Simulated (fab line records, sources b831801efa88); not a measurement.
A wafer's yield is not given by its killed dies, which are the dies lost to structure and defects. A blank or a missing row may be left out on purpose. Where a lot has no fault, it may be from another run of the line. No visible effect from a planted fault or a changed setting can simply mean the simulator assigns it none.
Chamber matching / flow sky130 / SKY_LI_CONTACT_CMP_24 on cmp-02: 4 sister chambers
The step polishes, stops on PSG, t overpolish 20 s, target thk 0 nm. 14 wafers are shown with their chamber, then 6 later ones without.

## EACH WAFER AND ITS CHAMBER
wafer=L500.1; chamber=0; motorCurrentA (A)=10.8; timeToEndpointS (s)=98.8; headPressurePsi (psi)=3.509
wafer=L500.3; chamber=1; motorCurrentA (A)=9.9; timeToEndpointS (s)=101.1; headPressurePsi (psi)=3.493
wafer=L500.6; chamber=3; motorCurrentA (A)=9.5; timeToEndpointS (s)=97.1; headPressurePsi (psi)=3.501
wafer=L501.1; chamber=1; motorCurrentA (A)=10.9; timeToEndpointS (s)=96.0; headPressurePsi (psi)=3.499
wafer=L501.3; chamber=0; motorCurrentA (A)=11.1; timeToEndpointS (s)=95.9; headPressurePsi (psi)=3.504
wafer=L501.5; chamber=1; motorCurrentA (A)=11.3; timeToEndpointS (s)=98.6; headPressurePsi (psi)=3.497
wafer=L503.2; chamber=3; motorCurrentA (A)=9.8; timeToEndpointS (s)=99.1; headPressurePsi (psi)=3.503
wafer=L503.3; chamber=0; motorCurrentA (A)=10.4; timeToEndpointS (s)=97.9; headPressurePsi (psi)=3.485
wafer=L503.6; chamber=0; motorCurrentA (A)=10.8; timeToEndpointS (s)=98.6; headPressurePsi (psi)=3.492
wafer=L505.3; chamber=2; motorCurrentA (A)=12.1; timeToEndpointS (s)=101.1; headPressurePsi (psi)=3.498
wafer=L505.4; chamber=1; motorCurrentA (A)=9.8; timeToEndpointS (s)=105.5; headPressurePsi (psi)=3.502
wafer=L505.5; chamber=1; motorCurrentA (A)=9.9; timeToEndpointS (s)=100.3; headPressurePsi (psi)=3.502
wafer=L508.2; chamber=3; motorCurrentA (A)=9.8; timeToEndpointS (s)=103.6; headPressurePsi (psi)=3.493
wafer=L508.3; chamber=1; motorCurrentA (A)=10.5; timeToEndpointS (s)=98.2; headPressurePsi (psi)=3.491

SIGNATURES (averages over the wafers above)
reading=motorCurrentA; chamber 0=10.775; chamber 1=10.383; chamber 2=12.100; chamber 3=9.700; scatter within a chamber=0.473
reading=timeToEndpointS; chamber 0=97.800; chamber 1=99.950; chamber 2=101.100; chamber 3=99.933; scatter within a chamber=2.83
reading=headPressurePsi; chamber 0=3.49750; chamber 1=3.49733; chamber 2=3.49800; chamber 3=3.49900; scatter within a chamber=0.00723
Rule: for a wafer and a chamber, the distance is found by dividing, reading by reading, the gap between the wafer's reading and the chamber's mean by the reading's scatter, squaring, summing and taking the root. If the next closest chamber is less than 2 further off than the closest, the wafer can't be placed; otherwise it belongs to the closest. The scatter is the square root of a quotient: the sum, over the shown wafers, of each reading's squared deviation from its chamber's mean, divided by wafers minus chambers.

## WAFERS MISSING THEIR CHAMBER
wafer=L508.5; motorCurrentA (A)=11.3; timeToEndpointS (s)=99.7; headPressurePsi (psi)=3.489
wafer=L509.2; motorCurrentA (A)=9.5; timeToEndpointS (s)=97.7; headPressurePsi (psi)=3.489
wafer=L509.4; motorCurrentA (A)=11.2; timeToEndpointS (s)=93.3; headPressurePsi (psi)=3.502
wafer=L509.5; motorCurrentA (A)=12.8; timeToEndpointS (s)=96.2; headPressurePsi (psi)=3.498
wafer=L518.1; motorCurrentA (A)=9.7; timeToEndpointS (s)=98.4; headPressurePsi (psi)=3.503
wafer=L518.2; motorCurrentA (A)=10.5; timeToEndpointS (s)=96.2; headPressurePsi (psi)=3.492

## WHICH CHAMBER EACH WENT THROUGH
wafer=L508.5; from the rows above=can't be placed: 0 or 2 or 1 or 3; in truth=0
wafer=L509.2; from the rows above=can't be placed: 3 or 1 or 0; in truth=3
wafer=L509.4; from the rows above=can't be placed: 0 or 1 or 2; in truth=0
wafer=L509.5; from the rows above=2; in truth=2
wafer=L518.1; from the rows above=can't be placed: 3 or 1 or 0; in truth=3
wafer=L518.2; from the rows above=can't be placed: 0 or 1 or 3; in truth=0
Placed correctly: 1 of 6. From these rows, 5 cannot be placed; in 5 the true chamber is one of the candidates. Wrongly placed: 0.
